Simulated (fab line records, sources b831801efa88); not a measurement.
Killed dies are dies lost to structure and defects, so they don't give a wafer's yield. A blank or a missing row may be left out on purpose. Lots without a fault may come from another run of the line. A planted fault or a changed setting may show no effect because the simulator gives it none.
Which tool did it? | flow gf180mcu | 14 lots, 42 wafers sampled, at 4 steps of a route of 602

WHAT THE GAUGES READ, wafer by wafer
GF_STI_THK_MEAS_22.
lot  | measured    | on            | STI_OXIDATION_01_THK (nm)
L879 | day 2 09:38 | film_metro-03 | 15.13 14.90 15.25
L880 | day 2 15:44 | film_metro-04 | 15.23 15.23 15.27
L881 | day 2 18:52 | film_metro-03 | 14.51 14.95 14.53
L883 | day 3 06:01 | film_metro-03 | 15.13 15.18 15.06
L884 | day 3 10:43 | film_metro-04 | 15.10 15.27 15.25
L885 | day 3 15:44 | film_metro-03 | 15.10 15.00 15.19
L886 | day 3 21:13 | film_metro-04 | 14.97 15.06 15.06
L891 | day 4 22:03 | film_metro-04 | 15.18 15.15 15.12
L892 | day 5 02:59 | film_metro-03 | 15.34 15.10 15.15
L893 | day 5 08:41 | film_metro-01 | 15.13 15.19 15.33
L896 | day 6 05:26 | film_metro-03 | 14.96 14.87 14.92
L898 | day 6 12:21 | film_metro-04 | 15.08 15.23 15.02
L900 | day 7 02:56 | film_metro-03 | 15.34 15.37 15.29
L901 | day 7 03:39 | film_metro-01 | 14.80 14.85 14.81

GF_PSD_RS_MEAS_14: measures by four-point-probe.
lot  | measured     | on            | NSD_RS (ohm/sq)
L879 | day 14 15:26 | film_metro-04 | 46.04 46.11 46.25
L880 | day 14 23:14 | film_metro-03 | 46.17 46.14 46.21
L881 | day 15 07:04 | film_metro-04 | 46.26 46.14 46.23
L883 | day 15 23:25 | film_metro-03 | 46.05 46.13 46.17
L884 | day 16 09:10 | film_metro-04 | 46.22 46.29 46.30
L885 | day 16 18:51 | film_metro-03 | 46.12 46.32 46.29
L886 | day 17 02:31 | film_metro-03 | 46.18 46.20 46.18
L891 | day 18 15:47 | film_metro-04 | 47.07 46.97 47.14
L892 | day 19 04:46 | film_metro-04 | 47.10 47.16 47.20
L893 | day 19 12:58 | film_metro-02 | 47.09 47.04 46.99
L896 | day 21 12:04 | film_metro-02 | 46.16 46.15 46.21
L898 | day 21 16:10 | film_metro-02 | 46.17 46.27 46.11
L900 | day 22 09:56 | film_metro-03 | 46.12 46.13 46.09
L901 | day 22 13:38 | film_metro-02 | 46.03 46.10 46.21

GF_M1_OVL_MEAS_15.
lot  | measured     | on         | M1_OVL (nm)
L879 | day 17 13:44 | overlay-02 | 1 2 -5
L880 | day 17 22:10 | overlay-01 | -1 -1 4
L881 | day 18 05:46 | overlay-02 | -4 1 -4
L883 | day 19 00:25 | overlay-01 | -2 -5 2
L884 | day 19 10:07 | overlay-02 | -2 0 -1
L885 | day 19 22:56 | overlay-02 | -5 -5 -4
L886 | day 20 05:23 | overlay-01 | -1 -3 3
L891 | day 21 19:26 | overlay-01 | 2 0 2
L892 | day 22 08:47 | overlay-02 | -1 -5 4
L893 | day 22 16:14 | overlay-02 | -9 -14 -8
L896 | day 24 12:50 | overlay-01 | -6 -7 3
L898 | day 24 16:37 | overlay-02 | -2 4 -7
L900 | day 25 10:04 | overlay-01 | 1 2 5
L901 | day 25 13:16 | overlay-02 | 0 2 -2

WHICH TOOL RAN EACH LOT (tool, then ch and the chambers of the sampled wafers, then the start)
lot  | GF_NSD_IMPLANT_10
L879 | implanter-02 ch 0, day 13 17:57
L880 | implanter-03 ch 0, day 14 01:16
L881 | implanter-03 ch 0, day 14 09:08
L883 | implanter-04 ch 0, day 15 00:52
L884 | implanter-03 ch 0, day 15 10:17
L885 | implanter-03 ch 0, day 15 19:30
L886 | implanter-02 ch 0, day 16 02:57
L891 | implanter-02 ch 0, day 17 15:07
L892 | implanter-02 ch 0, day 18 04:18
L893 | implanter-02 ch 0, day 18 11:47
L896 | implanter-04 ch 0, day 20 11:01
L898 | implanter-04 ch 0, day 20 15:30
L900 | implanter-02 ch 0, day 21 09:53
L901 | implanter-03 ch 0, day 21 12:41
- GF_NSD_IMPLANT_10

WHAT THE TOOLS THEMSELVES READ (means of the sampled wafers that have a number; where no wafer has one, the mark that the record gives instead)
GF_NSD_IMPLANT_10.
lot  | tool         | dose_ions_cm2 | end_station_pressure_torr (Torr) | faraday_current_uA
L879 | implanter-02 | 5e+14         | 7.6e-06                          | 2766
L880 | implanter-03 | 5e+14         | 6.8e-06                          | 2725
L881 | implanter-03 | 5e+14         | 7.6e-06                          | 2822
L883 | implanter-04 | 5e+14         | 7.0e-06                          | 2755
L884 | implanter-03 | 5e+14         | 7.1e-06                          | 2781
L885 | implanter-03 | 5e+14         | 7.2e-06                          | 2849
L886 | implanter-02 | 5e+14         | 7.5e-06                          | 2836
L891 | implanter-02 | 4e+14         | 7.2e-06                          | 2412
L892 | implanter-02 | 4e+14         | 6.9e-06                          | 2404
L893 | implanter-02 | 4e+14         | 6.9e-06                          | 2383
L896 | implanter-04 | 5e+14         | 7.5e-06                          | 2776
L898 | implanter-04 | 5e+14         | 7.5e-06                          | 2764
L900 | implanter-02 | 5e+14         | 7.7e-06                          | 2762
L901 | implanter-03 | 5e+14         | 7.5e-06                          | 2753

THE ANSWER, worked out from the rows above alone
Rule: what is usual is taken from the lots themselves. Put in order of their means at a reading, lots are off if they are a third of the lots or fewer, leave a main group of 4 or more, and stand apart from it by a gap of 3 or more times the standard deviation of the main group's means; of several such gaps the widest counts. A main group whose means are all the same, to the digits that the tables above print for the reading, isn't used. A lot without any number at a reading at which 4 lots or more have one is off too. The other lots that the step has rows for count as sound. The gauges are gone through in route order, then the tools' own readings, and for those a lot's mean is taken as printed above. The first step at which some lot is off is used, and at that step the reading that is off furthest; a lot without a number counts as furthest.
Off: L891, L892, L893, at GF_PSD_RS_MEAS_14 (NSD_RS). The main group: mean 46.17 ohm/sq, standard deviation 0.05.
A tool fits if, at a process step before that reading, it ran every lot that is off, and no sound lot after the first of them. The gauges at GF_PSD_RS_MEAS_14 aren't tried: what is off there is off at GF_NSD_IMPLANT_10 too, on other tools, and a gauge's error can't cause that. None of those tried fits.

WHAT THE SIMULATOR HAD PUT IN
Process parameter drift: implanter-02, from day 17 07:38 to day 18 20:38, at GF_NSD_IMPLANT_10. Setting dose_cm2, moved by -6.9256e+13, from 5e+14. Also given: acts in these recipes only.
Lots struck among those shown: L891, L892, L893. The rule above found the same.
